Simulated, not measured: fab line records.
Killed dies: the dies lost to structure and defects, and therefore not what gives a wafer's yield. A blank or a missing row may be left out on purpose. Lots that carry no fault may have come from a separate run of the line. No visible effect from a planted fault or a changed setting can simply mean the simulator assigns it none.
Which tool did it? -- flow sky130 -- 11 lots, 33 wafers sampled, at 4 steps of a route of 708

WHAT EACH GAUGE READ, for each wafer
SKY_SONOS_TUNNEL_CD_MEAS_07 targets a cd of 410 nm.
lot,measured,on,cdNm (nm)
L235,day 12 14:55,cdSem-01,408.2 410.4 409.1
L236,day 12 20:01,cdSem-02,412.5 411.6 410.8
L238,day 13 20:31,cdSem-02,410.7 410.8 411.2
L239,day 14 06:59,cdSem-01,411.7 410.7 411.9
L242,day 14 20:29,cdSem-02,410.3 411.6 413.3
L245,day 15 17:44,cdSem-02,411.9 411.6 412.3
L247,day 16 04:37,cdSem-02,407.2 407.3 407.2
L248,day 16 08:58,cdSem-01,411.2 410.6 412.2
L252,day 17 11:49,cdSem-01,437.1 434.1 437.4
L253,day 18 00:29,cdSem-02,408.8 407.2 408.3
L255,day 18 12:11,cdSem-01,437.2 434.2 437.0

TOOL THAT RAN EACH LOT (tool first, then ch and the chambers of the sampled wafers, then the start)
lot,SKY_FIELD_ISO_ETCH_15,SKY_PWDE_STRIP_09,SKY_SONOS_TUNNEL_COAT_02
L235,"rieDiel-04 ch 1,2,3, day 2 11:03","plasmaAsher-01 ch 0, day 4 06:59","lithoTrack-01 ch 0, day 12 02:41"
L236,"rieDiel-03 ch 1,2,3, day 2 16:24","plasmaAsher-01 ch 0,1, day 4 11:32","lithoTrack-01 ch 0, day 12 07:46"
L238,"rieDiel-04 ch 0,1, day 3 07:17","plasmaAsher-02 ch 0,1, day 5 06:53","lithoTrack-02 ch 0, day 13 07:16"
L239,"rieDiel-03 ch 2,3, day 3 10:54","plasmaAsher-04 ch 0,1, day 5 14:14","lithoTrack-01 ch 0, day 13 18:23"
L242,"rieDiel-03 ch 0,2, day 4 00:21","plasmaAsher-01 ch 0,1, day 6 01:44","lithoTrack-02 ch 0, day 14 06:55"
L245,"rieDiel-03 ch 2,3, day 4 18:45","plasmaAsher-04 ch 0,1, day 6 19:28","lithoTrack-01 ch 0, day 15 04:14"
L247,"rieDiel-03 ch 0,1,2, day 5 02:48","plasmaAsher-04 ch 0,1, day 7 04:05","lithoTrack-03 ch 0, day 15 15:16"
L248,"rieDiel-03 ch 0,1,2, day 5 07:15","plasmaAsher-02 ch 0,1, day 7 08:17","lithoTrack-01 ch 0, day 15 19:35"
L252,"rieDiel-04 ch 2,3, day 6 05:14","plasmaAsher-04 ch 0,1, day 8 07:43","lithoTrack-01 ch 0, day 16 21:37"
L253,"rieDiel-04 ch 0,1,3, day 6 10:48","plasmaAsher-01 ch 0,1, day 8 15:38","lithoTrack-02 ch 0, day 17 09:52"
L255,"rieDiel-04 ch 0,3, day 6 19:53","plasmaAsher-04 ch 0,1, day 9 01:49","lithoTrack-01 ch 0, day 17 21:17"
- SKY_FIELD_ISO_ETCH_15: etches the open film in CHF3/O2, stops on Si, target depth 180 nm, time 72 s.
- SKY_PWDE_STRIP_09: strips in O2/N2.
- SKY_SONOS_TUNNEL_COAT_02: resist thk 1140 nm.

AS READ BY THE TOOLS THEMSELVES (means over the sampled wafers that have a number; for cases with no such wafer, the mark the record gives instead)
SKY_FIELD_ISO_ETCH_15.
lot,tool,chf3FlowSccm (sccm),drypumpMotorCurrentA (A),oesProductAu (a.u.),throttleValvePct (%)
L235,rieDiel-04,50.01,5.7,0.948,8.845
L236,rieDiel-03,50.03,5.4,0.945,8.846
L238,rieDiel-04,50.07,6.4,0.947,8.845
L239,rieDiel-03,50.15,5.7,0.953,8.844
L242,rieDiel-03,50.17,5.3,0.945,8.843
L245,rieDiel-03,50.02,5.7,0.949,8.852
L247,rieDiel-03,49.91,5.4,0.945,8.845
L248,rieDiel-03,49.91,5.4,0.944,8.857
L252,rieDiel-04,50.08,5.3,0.943,8.840
L253,rieDiel-04,50.11,6.0,0.941,8.837
L255,rieDiel-04,50.15,5.6,0.960,8.838

SKY_PWDE_STRIP_09.
lot,tool,drypumpMotorCurrentA (A),oesProductAu (a.u.),stripTimeToEndpointS (s)
L235,plasmaAsher-01,5.1,0.726,37.01
L236,plasmaAsher-01,5.2,0.721,36.91
L238,plasmaAsher-02,5.9,0.722,37.27
L239,plasmaAsher-04,5.9,0.726,36.98
L242,plasmaAsher-01,5.2,0.718,37.02
L245,plasmaAsher-04,5.9,0.721,36.93
L247,plasmaAsher-04,5.9,0.724,36.90
L248,plasmaAsher-02,5.8,0.725,37.06
L252,plasmaAsher-04,5.9,0.723,37.03
L253,plasmaAsher-01,5.2,0.722,36.91
L255,plasmaAsher-04,5.9,0.727,37.04

SKY_SONOS_TUNNEL_COAT_02.
lot,tool,spinSpeedRpm (rpm)
L235,lithoTrack-01,3000.1
L236,lithoTrack-01,2996.4
L238,lithoTrack-02,2998.1
L239,lithoTrack-01,2999.1
L242,lithoTrack-02,3002.3
L245,lithoTrack-01,3000.8
L247,lithoTrack-03,2998.0
L248,lithoTrack-01,3003.4
L252,lithoTrack-01,2998.4
L253,lithoTrack-02,3002.2
L255,lithoTrack-01,2998.0

THE ANSWER, worked out from the rows above alone
Rule: usual is defined by the lots themselves. Put in order of their means at a reading, lots are off if they are a third of the lots or fewer, leave a main group of 4 or more, and stand apart from it by a gap of 3 or more times the standard deviation of the main group's means; of several such gaps the widest counts. The tables above print the reading to a certain number of digits; a main group whose means all agree to those digits is not used. Also off: a lot with no number at a reading for which 4 or more lots have one. All remaining lots with rows at the step are treated as sound. After the gauges, taken in route order, come the tools' own readings; for these a lot's mean is taken, as printed above. The first step at which some lot is off is used, and at that step the reading that is off furthest; a lot without a number counts as furthest.
Off: L252, L255 (SKY_SONOS_TUNNEL_CD_MEAS_07, cdNm). Main group: mean 410.4 nm, sd 1.7.
If a tool, at a process step before that reading, ran all the lots that are off and no sound lot after the first of them, it fits. The gauges at SKY_SONOS_TUNNEL_CD_MEAS_07 are tried like those tools. Can't be told from this: 3 tools fit, plasmaAsher-04 at SKY_PWDE_STRIP_09, lithoTrack-01 at SKY_SONOS_TUNNEL_COAT_02, cdSem-01 at SKY_SONOS_TUNNEL_CD_MEAS_07.

WHAT THE SIMULATOR HAD PUT IN
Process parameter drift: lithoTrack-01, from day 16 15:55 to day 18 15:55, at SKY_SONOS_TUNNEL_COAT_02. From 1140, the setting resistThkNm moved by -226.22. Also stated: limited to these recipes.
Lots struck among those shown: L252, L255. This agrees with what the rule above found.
